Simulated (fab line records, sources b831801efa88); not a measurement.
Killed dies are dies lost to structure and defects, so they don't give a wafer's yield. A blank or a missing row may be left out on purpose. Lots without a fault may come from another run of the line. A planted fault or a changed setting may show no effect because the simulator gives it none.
Chamber matching | flow gf180mcu | GF_V4_CVD_02 on pecvd-02: 3 sister chambers
The step deposits SiO2 from TEOS, target thk 850 nm, time 94.851 s. 14 wafers are shown with their chamber, then 7 later ones without.

WAFERS WITH THEIR CHAMBER
wafer  | chamber | heater_power_w (W)
L593.2 | 1       | 742
L593.3 | 2       | 802
L593.5 | 1       | 590
L596.4 | 0       | 580
L596.5 | 2       | 683
L596.6 | 1       | 598
L599.3 | 1       | 741
L599.4 | 1       | 613
L599.6 | 0       | 461
L600.1 | 2       | 793
L600.3 | 0       | 516
L600.4 | 0       | 571
L606.1 | 0       | 480
L606.3 | 1       | 624

SIGNATURES (means of the wafers above)
reading        | chamber 0 | chamber 1 | chamber 2 | scatter within a chamber
heater_power_w | 521.60    | 651.33    | 759.33    | 64.1
Rule: a wafer's distance from a chamber is the root of the sum, over the readings, of the square of ((its reading less the chamber's mean) divided by the reading's scatter). The wafer belongs to the nearest chamber; if the next one is less than 2 further off, it can't be placed. The scatter: the root of (the sum of the squares of (reading less its chamber's mean) over the shown wafers, divided by (wafers less chambers)).

WAFERS WITHOUT THEIR CHAMBER
wafer  | heater_power_w (W)
L606.5 | 669
L614.2 | 671
L614.4 | 759
L614.6 | 763
L615.1 | 688
L615.2 | 679
L615.5 | 550

WHICH CHAMBER EACH WENT THROUGH
wafer  | from the rows above     | in truth
L606.5 | can't be placed: 1 or 2 | 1
L614.2 | can't be placed: 1 or 2 | 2
L614.4 | can't be placed: 2 or 1 | 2
L614.6 | can't be placed: 2 or 1 | 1
L615.1 | can't be placed: 1 or 2 | 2
L615.2 | can't be placed: 1 or 2 | 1
L615.5 | can't be placed: 0 or 1 | 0
Placed correctly: 0 of 7. Can't be placed from these rows: 7 (the true chamber is among the candidates in 7). Placed wrongly: 0.
